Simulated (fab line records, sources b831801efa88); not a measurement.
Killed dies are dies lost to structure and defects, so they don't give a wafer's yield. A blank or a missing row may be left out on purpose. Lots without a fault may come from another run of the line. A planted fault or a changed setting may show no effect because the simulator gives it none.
fab line records | flow sky130
record lots=7 wafers=21 last_day=48
route steps=708 shown FIELD_ISO@1 PAD_OPEN@708
lots that met no fault: from a run of the same line without faults
start_h: hours from the record's first day to the start of the lot's first wafer shown | wait_h: hours since the lot's step before | " the same as in the row above | L1.1+2: a row that stands for several wafers | - no value, or no start given | * or withheld: withheld | < > ~ a bound
route shown NAME@n: a module of which the file shows steps, and the number in the route of the first | usual: mean/standard deviation of fault-free wafers | same: alike in all rows | chamber/n: place in a boat | sites: the reading at each site | _std_site: their standard deviation | _edge_site: outer sites' mean less inner sites' | radius_mm: how far each site lies from the wafer's centre | mask NAME#n: copy n | behind: the tool/chamber that last shaped the wafer | hold: why the lot was held/for how many hours/how that ended | device: the transistor (n, p or np) that didn't switch | end of line: the same wafers' tests at the end of the route | a step without rows: its recipe alone | killed: dies lost to structure and defects at the first sort, not the wafer's yield | map: a wafer's dies, x killed, . not, _ none there
set.NAME: the setting as run; set.NAME@STEP: as run at that earlier step | model.NAME: the simulator's own value behind a step, which no gauge read
lots at some steps of the route; a table a step, a row a wafer
services: from which hour (start_h, from the record's first day; less than 0 if before it) a tool's chamber was out of use, for how many hours, and why
## steps
# step SKY_FIELD_ISO_BOW_MEAS_00
# recipe mode=bow
# usual INCOMING_BOW=-1/6.8
# columns lot.wafer tool chamber start_h wait_h INCOMING_BOW[um]
L712.3 film_metro-01 - 15.04 - 2
L712.5 " - " " -5
L712.6 " - " " 8
L713.1 film_metro-01 - 20.00 - 3
L713.2 " - " " -2
L713.5 " - " " -13
L718.2 film_metro-02 - 45.02 - 0
L718.4 " - " " -6
L718.6 " - " " 3
L719.2 film_metro-02 - 50.02 - 2
L719.4 " - " " 0
L719.6 " - " " 2
L721.3 film_metro-04 - 60.04 - 2
L721.4 " - " " -7
L721.5 " - " " 2
L725.2 film_metro-01 - 80.02 - -2
L725.3 " - " " 8
L725.5 " - " " 5
L726.2 film_metro-04 - 85.02 - 4
L726.3 " - " " 11
L726.4 " - " " -1
# step SKY_FIELD_ISO_OXIDATION_01
# recipe temp_c=900 ambient=O2 stabilise_s=600 purge_s=300 target_thk_a=120 ox_time_s=1843
# step SKY_FIELD_ISO_THK_MEAS_02
# recipe reads=SiO2_of_FIELD_ISO_OXIDATION_01
# usual FIELD_ISO_OXIDATION_00_THK=11.97/0.27
# columns lot.wafer tool chamber start_h wait_h FIELD_ISO_OXIDATION_00_THK[nm]
L712.3 film_metro-04 - 18.33 0.1 12.07
L712.5 " - " " 12.04
L712.6 " - " " 11.92
L713.1 film_metro-04 - 23.85 0.0 11.64
L713.2 " - " " 11.76
L713.5 " - " " 11.76
L718.2 film_metro-02 - 47.45 0.0 11.95
L718.4 " - " " 12.19
L718.6 " - " " 12.30
L719.2 film_metro-04 - 51.64 0.0 12.20
L719.4 " - " " 11.99
L719.6 " - " " 12.12
L721.3 film_metro-01 - 62.43 0.0 12.21
L721.4 " - " " 12.09
L721.5 " - " " 12.08
L725.2 film_metro-01 - 82.35 0.0 12.02
L725.3 " - " " 11.69
L725.5 " - " " 11.98
L726.2 film_metro-01 - 87.91 0.0 11.65
L726.3 " - " " 11.72
L726.4 " - " " 11.80
# step SKY_FIELD_ISO_CVD_03
# recipe material=Si3N4 precursor=DCS/NH3 target_thk_nm=165 temp_c=770 time_s=2830 pressure_mtorr=250
# step SKY_FIELD_ISO_THK_MEAS_04
# recipe reads=Si3N4_of_FIELD_ISO_CVD_03
# usual FIELD_ISO_CVD_03_THK=164.8/1
# columns lot.wafer tool chamber start_h wait_h FIELD_ISO_CVD_03_THK[nm]
L712.3 film_metro-02 - 20.18 0.0 166.0
L712.5 " - " " 164.7
L712.6 " - " " 163.5
L713.1 film_metro-02 - 25.70 0.0 166.0
L713.2 " - " " 165.9
L713.5 " - " " 165.5
L718.2 film_metro-01 - 52.37 0.0 164.4
L718.4 " - " " 163.8
L718.6 " - " " 165.2
L719.2 film_metro-04 - 55.21 0.0 164.5
L719.4 " - " " 164.1
L719.6 " - " " 165.6
L721.3 film_metro-01 - 64.28 0.0 162.9
L721.4 " - " " 163.9
L721.5 " - " " 163.0
L725.2 film_metro-01 - 84.34 0.0 166.0
L725.3 " - " " 166.0
L725.5 " - " " 166.7
L726.2 film_metro-01 - 91.51 0.0 165.0
L726.3 " - " " 164.9
L726.4 " - " " 165.9
# step SKY_FIELD_ISO_DEHYDRATE_05
# recipe temp_c=200 time_s=60
# step SKY_FIELD_ISO_HMDS_06
# recipe prime_time_s=60 prime_temp_c=120
# step SKY_FIELD_ISO_COAT_07
# recipe resist=BARC temp_c=withheld time_s=withheld spin_rpm=3000 resist_thk_nm=60
# step SKY_FIELD_ISO_COAT_08
# recipe resist=KrF-thick spin_rpm=3000 resist_thk_nm=450
# usual chill_plate_temp_C=23.00/0.11
# columns lot.wafer tool chamber start_h wait_h chill_plate_temp_C model.KrF-thick_of_FIELD_ISO_COAT_08.thk_nm
L712.3 litho_track-04 0 26 - 23.03 450.2
L712.5 " 0 " " 23.09 450.4
L712.6 " 0 " " 22.99 451.7
L713.1 litho_track-03 0 33 - 23.10 450
L713.2 " 0 " " 22.96 448.4
L713.5 " 0 " " 22.99 449.6
L718.2 litho_track-01 0 59 - 22.74 452.5
L718.4 " 0 " " 22.82 450.8
L718.6 " 0 " " 22.82 431.1
L719.2 litho_track-01 0 62 - 22.93 449.1
L719.4 " 0 " " 23.02 449.2
L719.6 " 0 " " 23.21 430.4
L721.3 litho_track-01 0 72 - 22.99 449
L721.4 " 0 " " 22.82 448.6
L721.5 " 0 " " 22.97 429.3
L725.2 litho_track-03 0 92 - 22.84 447.2
L725.3 " 0 " " 22.82 448.5
L725.5 " 0 " " 22.93 447.7
L726.2 litho_track-03 0 100 - 23.04 449.7
L726.3 " 0 " " 22.93 450.8
L726.4 " 0 " " 23.17 450.1
# step SKY_FIELD_ISO_SOFTBAKE_09
# recipe temp_c=100 time_s=90 resist=KrF-thick
# step SKY_FIELD_ISO_EXPOSE_10
# recipe mask_id=FOM na=0.68 source_shape=annular sigma_inner=0.4 sigma_outer=0.8 target_cd_nm=150 dose_mj=28
# step SKY_FIELD_ISO_PEB_11
# recipe peb_temp_c=withheld peb_time_s=withheld resist=KrF-thick
# step SKY_FIELD_ISO_DEVELOP_12
# recipe develop_time_s=60 resist=KrF-thick dev_temp_c=21
# step SKY_FIELD_ISO_CD_MEAS_13
# recipe target_cd_nm=150
# usual cd_nm=150.3/1.6
# columns lot.wafer tool chamber start_h wait_h cd_nm
L712.3 cd_sem-02 - 34.47 - 148.7
L712.5 " - " " 149.2
L712.6 " - " " 148.6
L713.1 cd_sem-01 - 40.74 - 151.2
L713.2 " - " " 152.4
L713.5 " - " " 152.4
L718.2 cd_sem-01 - 67.66 - 150.4
L718.4 " - " " 148.5
L718.6 " - " " 149.4
L719.2 cd_sem-02 - 71.16 - 149.3
L719.4 " - " " 150.4
L719.6 " - " " 150.6
L721.3 cd_sem-02 - 80.77 - 151.6
L721.4 " - " " 150.5
L721.5 " - " " 151.5
L725.2 cd_sem-02 - 101.41 - 151.4
L725.3 " - " " 150.0
L725.5 " - " " 151.0
L726.2 cd_sem-01 - 109.51 - 148.9
L726.3 " - " " 149.0
L726.4 " - " " 148.5
# step SKY_FIELD_ISO_ETCH_14
# recipe chemistry=N2/H2 target=BARC ion_energy_ev=200 source_w=500 bias_w=100 pressure_mtorr=30 n2_flow_sccm=100 h2_flow_sccm=200 stop_on=SiO2 time_s=45.9 target_depth_a=600
# usual drypump_motor_current_A=5.8/0.39 n2_flow_sccm=100.0/0.31 oes_product_au=0.854/0.0048 throttle_valve_pct=13.225/0.0087
# columns lot.wafer tool chamber start_h wait_h drypump_motor_current_A n2_flow_sccm oes_product_au rf_hours_counter_h throttle_valve_pct
L712.3 rie_diel-04 1 34.55 0.1 5.5 99.9 0.851 139 13.230
L712.5 " 1 " " 5.6 99.8 0.855 - 13.212
L712.6 " 2 " " 6.2 100.2 0.852 - 13.243
L713.1 rie_diel-03 2 40.86 0.1 6.4 100.1 0.852 79 13.216
L713.2 " 0 " " 5.6 100.3 0.851 140 13.213
L713.5 " 2 " " 6.4 99.7 0.854 - 13.228
L718.2 rie_diel-03 1 67.76 0.1 5.9 100.2 0.847 6 13.231
L718.4 " 3 " " 5.5 100.3 0.854 152 13.235
L718.6 " 0 " " 5.6 100.0 0.852 - 13.226
L719.2 rie_diel-01 2 71.26 0.1 6.2 99.7 0.855 6 13.209
L719.4 " 0 " " 5.5 99.6 0.859 103 13.228
L719.6 " 3 " " 5.7 99.4 0.859 - 13.229
L721.3 rie_diel-01 1 80.85 0.1 5.2 99.7 0.850 97 13.209
L721.4 " 3 " " 5.7 100.1 0.849 91 13.218
L721.5 " 1 " " 5.1 100.0 0.857 - 13.229
L725.2 rie_diel-03 3 101.51 0.1 5.5 100.3 0.858 153 13.222
L725.3 " 2 " " 6.4 100.4 0.845 80 13.225
L725.5 " 1 " " 5.9 100.3 0.846 - 13.228
L726.2 rie_diel-04 3 109.61 0.1 6.1 99.7 0.862 56 13.233
L726.3 " 1 " " 5.5 99.8 0.847 140 13.228
L726.4 " 2 " " 6.2 100.0 0.846 84 13.221
# step SKY_FIELD_ISO_ETCH_15
# recipe chemistry=CHF3/O2 target_depth_nm=180 stop_on=Si source_w=600 bias_w=200 pressure_mtorr=40 chf3_flow_sccm=50 O2_flow_sccm=5 time_s=72
# usual drypump_motor_current_A=5.8/0.39 oes_product_au=0.945/0.006 throttle_valve_pct=8.843/0.0097
# columns lot.wafer tool chamber start_h wait_h drypump_motor_current_A oes_product_au rf_hours_counter_h throttle_valve_pct model.KrF-thick_of_FIELD_ISO_COAT_08.thk_nm
L712.3 rie_diel-04 1 34.60 0.0 5.6 0.950 139 8.851 237.5
L712.5 " 1 " " 5.5 0.948 - 8.850 237.8
L712.6 " 2 " " 6.2 0.941 - 8.849 236.9
L713.1 rie_diel-03 2 40.90 0.0 6.3 0.946 79 8.853 237
L713.2 " 0 " " 5.6 0.952 140 8.852 233
L713.5 " 2 " " 6.3 0.946 - 8.863 235.2
L718.2 rie_diel-03 1 67.80 0.0 5.9 0.948 6 8.835 238
L718.4 " 3 " " 5.5 0.949 152 8.845 233.3
L718.6 " 0 " " 5.6 0.952 - 8.841 217.5
L719.2 rie_diel-01 2 71.30 0.0 6.1 0.951 6 8.844 231.2
L719.4 " 0 " " 5.5 0.935 103 8.838 233.4
L719.6 " 3 " " 5.7 0.949 - 8.838 213.8
L721.3 rie_diel-01 1 80.89 0.0 5.1 0.944 97 8.836 232.8
L721.4 " 3 " " 5.7 0.937 91 8.840 234.7
L721.5 " 1 " " 5.1 0.938 - 8.845 214.1
L725.2 rie_diel-03 3 101.55 0.0 5.5 0.947 153 8.829 232.5
L725.3 " 2 " " 6.3 0.955 80 8.829 236.2
L725.5 " 1 " " 5.9 0.948 - 8.848 234
L726.2 rie_diel-04 3 109.65 0.0 6.1 0.942 56 8.828 236.6
L726.3 " 1 " " 5.6 0.946 140 8.845 240.6
L726.4 " 2 " " 6.2 0.949 84 8.841 235.3
# step SKY_FIELD_ISO_STRIP_16
# recipe chemistry=O2/N2 power_w=1400 pressure_mtorr=1500 platen_temp_c=withheld o2_flow_sccm=3000 n2_flow_sccm=300 overash_fraction=0.5
# usual drypump_motor_current_A=5.7/0.33 n2_flow_sccm=300.0/0.94 o2_flow_sccm=3001/12 oes_product_au=0.378/0.0044 strip_time_to_endpoint_s=3.540/0.028
# columns lot.wafer tool chamber start_h wait_h drypump_motor_current_A n2_flow_sccm o2_flow_sccm oes_product_au rf_hours_counter_h strip_time_to_endpoint_s
L712.3 plasma_asher-04 0 34.69 0.1 5.7 301.1 3011 0.376 - 3.540
L712.5 " 0 " " 5.7 300.8 2994 0.371 - 3.552
L712.6 " 1 " " 5.7 299.1 2995 0.380 - 3.535
L713.1 plasma_asher-04 0 40.96 0.0 5.7 299.3 2987 0.372 37 3.560
L713.2 " 1 " " 5.7 298.4 2994 0.374 37 3.508
L713.5 " 0 " " 5.7 300.4 2984 0.380 - 3.540
L718.2 plasma_asher-04 1 67.86 0.0 5.7 301.1 3011 0.381 39 3.535
L718.4 " 1 " " 5.7 300.3 3001 0.382 - 3.519
L718.6 " 0 " " 5.7 300.1 3008 0.367 - 3.337
L719.2 plasma_asher-02 0 71.36 0.0 5.3 299.4 2997 0.386 39 3.490
L719.4 " 0 " " 5.3 299.4 3012 0.374 - 3.526
L719.6 " 1 " " 6.1 299.2 2983 0.364 - 3.294
L721.3 plasma_asher-04 0 80.98 0.1 5.7 299.1 3001 0.380 - 3.486
L721.4 " 1 " " 5.7 298.9 3000 0.379 - 3.539
L721.5 " 1 " " 5.7 300.8 3016 0.372 - 3.306
L725.2 plasma_asher-02 1 101.61 0.0 6.1 299.1 2996 0.381 43 3.501
L725.3 " 1 " " 6.1 300.4 2995 0.377 - 3.551
L725.5 " 0 " " 5.3 300.1 3012 0.388 - 3.506
L726.2 plasma_asher-04 0 109.71 0.0 5.7 298.6 2993 0.374 43 3.552
L726.3 " 1 " " 5.7 299.5 2995 0.389 - 3.584
L726.4 " 0 " " 5.7 299.0 3017 0.371 - 3.535
# step SKY_FIELD_ISO_ETCH_17
# recipe target_depth_a=3420 mask_material=Si3N4 chemistry=HBr/Cl2/O2 target=Si taper_deg=5 icp_w=600 bias_w=150 pressure_mtorr=15 HBr_flow_sccm=150 Cl2_flow_sccm=40 O2_flow_sccm=6 time_s=97.7
# usual drypump_motor_current_A=6.0/0.34 oes_product_au=0.998/0.0082 throttle_valve_pct=25.658/0.01
# columns lot.wafer tool chamber start_h wait_h drypump_motor_current_A oes_product_au rf_hours_counter_h throttle_valve_pct
L712.3 rie_si-02 3 34.75 0.0 6.0 0.986 66 25.667
L712.5 " 3 " " 6.0 0.995 - 25.674
L712.6 " 0 " " 6.2 1.003 - 25.655
L713.1 rie_si-02 1 41.06 0.1 5.5 0.997 3 25.662
L713.2 " 0 " " 6.3 1.001 13 25.646
L713.5 " 1 " " 5.5 1.000 - 25.665
L718.2 rie_si-02 1 67.96 0.1 5.5 1.004 3 25.645
L718.4 " 0 " " 6.3 1.002 13 25.644
L718.6 " 1 " " 5.5 1.010 - 25.656
L719.2 rie_si-01 0 71.46 0.1 6.0 0.997 73 25.662
L719.4 " 3 " " 6.6 0.990 116 25.660
L719.6 " 2 " " 5.6 0.977 - 25.683
L721.3 rie_si-02 1 81.05 0.0 5.5 0.991 3 25.654
L721.4 " 2 " " 5.9 0.990 76 25.683
L721.5 " 3 " " 6.0 0.978 - 25.670
L725.2 rie_si-01 0 101.71 0.1 5.9 1.000 73 25.663
L725.3 " 3 " " 6.6 0.993 117 25.667
L725.5 " 2 " " 5.6 0.986 - 25.673
L726.2 rie_si-01 1 109.81 0.1 6.3 0.995 55 25.668
L726.3 " 0 " " 6.0 1.000 73 25.646
L726.4 " 3 " " 6.6 0.993 117 25.653
# step SKY_PAD_OPEN_PROBE_99
# usual killed_at_M0_to_M3=44/7.2 killed_at_M4_up=3.1/1.7 killed_at_contacts=25/5.1 killed_at_front_end=14/4.6 killed_at_other=0.3/0.59 killed_dies=86/9.6 killed_open=47/7.4 killed_short=39/6
# same gross_dies=492 killed_at_back_side=0
# columns lot.wafer tool chamber start_h wait_h killed_at_M0_to_M3 killed_at_M4_up killed_at_contacts killed_at_front_end killed_at_other killed_dies killed_open killed_short
L713.1 prober-02 - 1086.87 0.1 43 2 28 16 0 89 49 40
L713.2 prober-02 - 1086.92 0.1 27 2 27 19 0 75 37 38
L713.5 prober-02 - 1087.07 0.2 39 6 25 17 0 87 53 34
L712.3 prober-02 - 1088.47 0.2 56 4 21 10 0 91 51 40
L712.5 prober-02 - 1088.57 0.2 47 3 32 14 0 96 49 47
L712.6 prober-02 - 1088.62 0.2 47 4 22 12 0 85 46 39
L718.2 prober-01 - 1112.65 0.1 54 3 24 13 0 94 45 49
L718.4 prober-01 - 1112.75 0.2 25 4 23 18 0 70 35 35
L718.6 prober-01 - 1112.85 0.2 44 1 24 12 0 81 45 36
L719.2 prober-02 - 1118.00 0.1 36 2 26 9 0 73 43 30
L719.4 prober-02 - 1118.10 0.2 52 4 28 16 0 100 60 40
L719.6 prober-02 - 1118.20 0.2 45 3 22 14 0 84 54 30
L721.3 prober-02 - 1125.90 0.2 49 2 29 15 0 95 55 40
L721.4 prober-02 - 1125.95 0.2 33 3 25 16 0 77 44 33
L721.5 prober-02 - 1126.00 0.2 35 2 33 19 2 91 53 38
L725.2 prober-02 - 1143.61 0.1 45 0 16 15 0 76 40 36
L725.3 prober-02 - 1143.66 0.2 43 6 37 11 1 98 57 41
L725.5 prober-02 - 1143.76 0.2 43 6 26 14 0 89 49 40
L726.2 prober-01 - 1157.53 0.1 29 5 31 12 0 77 46 31
L726.3 prober-01 - 1157.58 0.2 53 2 20 11 0 86 49 37
L726.4 prober-01 - 1157.63 0.2 46 3 26 12 0 87 54 33
# killed by level:class
L713.1 LI_CONTACT:geometric_particle:open=8 VIA2:geometric_particle:open=7 VIA3:geometric_particle:open=7 POLY_GATE:geometric_particle:open=6 CONTACT:geometric_particle:open=6 FIELD_ISO:geometric_particle:open=5 CONTACT:geometric_particle:short=5 METAL1:geometric_particle:short=5
L713.2 CONTACT:geometric_particle:open=8 LI_CONTACT:geometric_particle:open=7 CONTACT:geometric_particle:short=7 VIA1:geometric_particle:open=6 FIELD_ISO:geometric_particle:open=5 POLY_GATE:geometric_particle:open=5 METAL1:geometric_particle:short=5 LOCAL_INTERCONNECT:geometric_particle:short=4
L713.5 CONTACT:geometric_particle:open=12 VIA1:geometric_particle:open=11 VIA3:geometric_particle:open=9 POLY_GATE:geometric_particle:short=6 LI_CONTACT:geometric_particle:open=6 METAL4:geometric_particle:short=5 VIA1:geometric_particle:short=5 FIELD_ISO:geometric_particle:short=4
L712.3 VIA1:geometric_particle:open=15 VIA2:geometric_particle:open=9 CONTACT:geometric_particle:open=8 METAL1:geometric_particle:short=8 METAL2:geometric_particle:short=8 VIA3:geometric_particle:open=6 LI_CONTACT:geometric_particle:open=4 POLY_GATE:geometric_particle:open=3
L712.5 CONTACT:geometric_particle:open=16 VIA1:geometric_particle:open=11 CONTACT:geometric_particle:short=9 METAL1:geometric_particle:short=7 VIA3:geometric_particle:open=7 LI_CONTACT:geometric_particle:open=6 METAL2:geometric_particle:short=5 FIELD_ISO:geometric_particle:short=4
L712.6 VIA1:geometric_particle:open=14 CONTACT:geometric_particle:open=10 VIA2:geometric_particle:open=8 METAL2:geometric_particle:short=8 CONTACT:geometric_particle:short=6 FIELD_ISO:geometric_particle:open=5 LI_CONTACT:geometric_particle:open=4 METAL1:geometric_particle:short=4
L718.2 METAL1:geometric_particle:short=12 VIA3:geometric_particle:open=8 VIA1:geometric_particle:open=8 CONTACT:geometric_particle:open=7 VIA2:geometric_particle:open=6 LI_CONTACT:geometric_particle:short=5 LI_CONTACT:geometric_particle:open=5 CONTACT:geometric_particle:short=5
L718.4 CONTACT:geometric_particle:open=10 FIELD_ISO:geometric_particle:open=6 LI_CONTACT:geometric_particle:short=6 VIA1:geometric_particle:open=6 CONTACT:geometric_particle:short=5 METAL4:geometric_particle:short=4 POLY_GATE:geometric_particle:open=3 POLY_GATE:geometric_particle:short=3
L718.6 METAL2:geometric_particle:short=9 CONTACT:geometric_particle:open=9 METAL1:geometric_particle:short=9 LI_CONTACT:geometric_particle:open=8 VIA1:geometric_particle:open=6 POLY_GATE:geometric_particle:open=4 VIA2:geometric_particle:open=4 LOCAL_INTERCONNECT:geometric_particle:short=4
L719.2 CONTACT:geometric_particle:open=13 VIA1:geometric_particle:open=10 METAL2:geometric_particle:short=10 LI_CONTACT:geometric_particle:open=7 LOCAL_INTERCONNECT:geometric_particle:short=3 METAL1:geometric_particle:short=3 VIA1:geometric_particle:short=3 VIA2:geometric_particle:open=3
L719.4 VIA1:geometric_particle:open=17 CONTACT:geometric_particle:open=12 LI_CONTACT:geometric_particle:open=8 METAL1:geometric_particle:short=8 FIELD_ISO:geometric_particle:open=5 VIA1:geometric_particle:short=5 METAL2:geometric_particle:short=5 SPACER:geometric_particle:short=4
L719.6 VIA1:geometric_particle:open=15 CONTACT:geometric_particle:open=10 VIA3:geometric_particle:open=9 VIA2:geometric_particle:open=7 LI_CONTACT:geometric_particle:open=6 POLY_GATE:geometric_particle:short=5 METAL2:geometric_particle:short=5 FIELD_ISO:geometric_particle:open=4
L721.3 VIA1:geometric_particle:open=13 CONTACT:geometric_particle:open=10 LI_CONTACT:geometric_particle:open=9 VIA3:geometric_particle:short=6 VIA2:geometric_particle:open=5 METAL1:geometric_particle:short=5 VIA1:geometric_particle:short=5 METAL2:geometric_particle:short=5
L721.4 VIA1:geometric_particle:open=10 CONTACT:geometric_particle:open=9 FIELD_ISO:geometric_particle:short=6 LI_CONTACT:geometric_particle:open=6 FIELD_ISO:geometric_particle:open=5 METAL1:geometric_particle:short=5 VIA2:geometric_particle:open=5 VIA3:geometric_particle:open=5
L721.5 CONTACT:geometric_particle:open=9 LI_CONTACT:geometric_particle:open=8 CONTACT:geometric_particle:short=7 VIA1:geometric_particle:open=7 VIA2:geometric_particle:open=7 METAL1:geometric_particle:short=5 VIA3:geometric_particle:open=5 FIELD_ISO:geometric_particle:short=4
L725.2 VIA1:geometric_particle:open=13 METAL1:geometric_particle:short=6 VIA3:geometric_particle:open=6 FIELD_ISO:geometric_particle:short=5 CONTACT:geometric_particle:open=5 VIA3:geometric_particle:short=4 LI_CONTACT:geometric_particle:open=4 METAL2:geometric_particle:short=4
L725.3 CONTACT:geometric_particle:open=14 LI_CONTACT:geometric_particle:open=11 VIA1:geometric_particle:open=10 METAL1:geometric_particle:short=6 LOCAL_INTERCONNECT:geometric_particle:short=5 CONTACT:geometric_particle:short=5 VIA3:geometric_particle:open=5 FIELD_ISO:geometric_particle:open=4
L725.5 CONTACT:geometric_particle:open=14 VIA3:geometric_particle:open=11 VIA1:geometric_particle:open=9 FIELD_ISO:geometric_particle:short=5 METAL4:geometric_particle:short=5 LI_CONTACT:geometric_particle:open=4 CONTACT:geometric_particle:short=4 METAL1:geometric_particle:short=4
L726.2 LI_CONTACT:geometric_particle:open=14 VIA2:geometric_particle:open=8 CONTACT:geometric_particle:open=7 VIA1:geometric_particle:open=6 FIELD_ISO:geometric_particle:open=5 METAL4:geometric_particle:short=4 CONTACT:geometric_particle:short=4 FIELD_ISO:geometric_particle:short=3
L726.3 METAL1:geometric_particle:short=11 VIA2:geometric_particle:open=9 VIA3:geometric_particle:open=8 VIA1:geometric_particle:open=7 CONTACT:geometric_particle:open=6 VIA2:geometric_particle:short=6 FIELD_ISO:geometric_particle:short=5 LI_CONTACT:geometric_particle:open=4
L726.4 VIA1:geometric_particle:open=14 LI_CONTACT:geometric_particle:open=10 VIA2:geometric_particle:open=8 METAL2:geometric_particle:short=8 CONTACT:geometric_particle:open=7 LOCAL_INTERCONNECT:geometric_particle:short=5 FIELD_ISO:geometric_particle:short=4 VIA2:geometric_particle:short=4
## services
# columns tool chamber start_h hours kind
rie_diel-04 - 8.06 2.8 pm
rie_diel-03 - 11.06 0.4 repair
rie_si-01 - 15.78 0.7 repair
rie_diel-03 3 36.12 8.3 repair
rie_diel-03 1 41.05 5.4 repair
rie_diel-04 3 48.30 19.8 repair
rie_diel-03 - 83.62 3.6 repair
plasma_asher-04 - 89.30 3.9 repair
rie_diel-04 1 90.41 9.2 repair
plasma_asher-02 - 108.75 9.0 pm
plasma_asher-02 0 108.75 9.0 vent_cycle
plasma_asher-02 1 108.75 9.0 vent_cycle
## key
first_sign step=SKY_FIELD_ISO_STRIP_16 reading=strip_time_to_endpoint_s direction=down sigmas=8.1 usual=* struck=*
effect none on later readings
model_effect step=SKY_FIELD_ISO_COAT_08 value=KrF-thick_of_FIELD_ISO_COAT_08.thk_nm without=450.1 struck=430.3
model_effect step=SKY_FIELD_ISO_ETCH_15 value=KrF-thick_of_FIELD_ISO_COAT_08.thk_nm without=234.9 struck=215.1
met_at SKY_FIELD_ISO_COAT_08
struck_wafers L718.6,L719.6,L721.5
tester_left_out L718,L719,L721
fault kind=process_parameter_drift tool=litho_track-01 chamber=- onset_h=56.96 steps=SKY_FIELD_ISO_COAT_08 channel=resist_thk_nm offset=-19.798 shape=step end_h=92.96 scope=struck_wafers_only acts_in=these_recipes_only stated=450
# tester_left_out: of these lots the tester's yield and bins aren't shown, on N5 and GAA mostly nor the transistor test; their killed dies are dies lost to structure and defects alone, not to doping, threshold or leakage, so they don't give the yield
